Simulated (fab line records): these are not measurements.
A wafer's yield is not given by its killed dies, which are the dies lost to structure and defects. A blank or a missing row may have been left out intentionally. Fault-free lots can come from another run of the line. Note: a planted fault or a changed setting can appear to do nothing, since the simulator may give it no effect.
The tool behind it: which one? -- flow sky130 -- 33 wafers from 11 lots sampled at 4 of the route's 708 steps

== WHAT THE GAUGES READ, wafer by wafer ==
SKY_VIA2_THK_MEAS_01.
lot,measured,on,VIA2_HDPCVD_THK (nm)
L531,day 35 13:17,film metro-03,1184 1186 1180
L532,day 35 18:31,film metro-01,1186 1188 1164
L534,day 36 14:44,film metro-03,1190 1173 1172
L535,day 37 03:45,film metro-03,1193 1178 1180
L538,day 37 14:23,film metro-04,1183 1159 1189
L540,day 38 09:30,film metro-01,1172 1175 1173
L541,day 38 12:48,film metro-01,1181 1191 1196
L544,day 39 15:29,film metro-04,1197 1173 1206
L545,day 39 17:30,film metro-04,1160 1163 1176
L549,day 41 03:08,film metro-04,1169 1169 1165
L553,day 41 21:59,film metro-01,1178 1165 1192

== WHAT TOOL EACH LOT RAN ON (gives the tool, then ch and the chambers of the sampled wafers, and finally the start) ==
lot,SKY_CONTACT_CMP_27,SKY_METAL1_DESCUM_17,SKY_METAL2_EXPOSE_12
L531,"cmp-02 ch 0,1,2, day 31 22:54","rie metal-04 ch 0,1, day 33 03:26","krf scanner-01 ch 0, day 34 23:41"
L532,"cmp-02 ch 2,3, day 32 05:53","rie metal-02 ch 0,1, day 33 09:52","krf scanner-02 ch 0, day 35 04:37"
L534,"cmp-02 ch 0,1,3, day 33 02:04","rie metal-04 ch 0,1, day 34 05:16","krf scanner-02 ch 0, day 35 23:59"
L535,"cmp-02 ch 0,1, day 33 15:58","rie metal-02 ch 0,1, day 34 19:01","krf scanner-02 ch 0, day 36 13:51"
L538,"cmp-01 ch 0,1,3, day 34 02:59","rie metal-02 ch 0,1, day 35 05:52","krf scanner-01 ch 0, day 37 00:05"
L540,"cmp-02 ch 1,3, day 34 23:38","rie metal-02 ch 0,1, day 36 02:01","krf scanner-01 ch 0, day 37 19:30"
L541,"cmp-01 ch 2,3, day 35 02:07","rie metal-01 ch 0,1, day 36 05:31","krf scanner-01 ch 0, day 37 23:01"
L544,"cmp-02 ch 0,1,3, day 36 06:16","rie metal-04 ch 0,1, day 37 08:38","krf scanner-02 ch 0, day 39 01:30"
L545,"cmp-02 ch 0,2, day 36 07:38","rie metal-02 ch 1, day 37 10:37","krf scanner-01 ch 0, day 39 04:17"
L549,"cmp-01 ch 0,1,3, day 37 19:10","rie metal-01 ch 1, day 38 21:32","krf scanner-02 ch 0, day 40 14:41"
L553,"cmp-02 ch 1,2,3, day 38 15:33","rie metal-01 ch 1, day 39 17:10","krf scanner-02 ch 0, day 41 09:23"
- SKY_CONTACT_CMP_27: polishes, stops on SiO2, t overpolish 15 s, target thk 0 nm.
- SKY_METAL1_DESCUM_17: chemistry O2, time 8 s.
- SKY_METAL2_EXPOSE_12: exposes mask MM2, target cd 140 nm.

== THE ANSWER, worked out from the rows above alone ==
Rule: the lots themselves supply what counts as usual. The widest of any qualifying gaps counts: lots, ordered by their means at a reading, are off when they make up no more than a third of the lots, leave a main group of 4 or more, and stand apart from it by 3 or more times the standard deviation of that group's means. The tables above print the reading to a certain number of digits; a main group whose means all agree to those digits is not used. A lot without any number at a reading at which 4 lots or more have one is off too. All remaining lots with rows at the step are treated as sound.
None of the lots is off at any reading shown; this tells nothing.

== WHAT THE SIMULATOR HAD INSERTED ==
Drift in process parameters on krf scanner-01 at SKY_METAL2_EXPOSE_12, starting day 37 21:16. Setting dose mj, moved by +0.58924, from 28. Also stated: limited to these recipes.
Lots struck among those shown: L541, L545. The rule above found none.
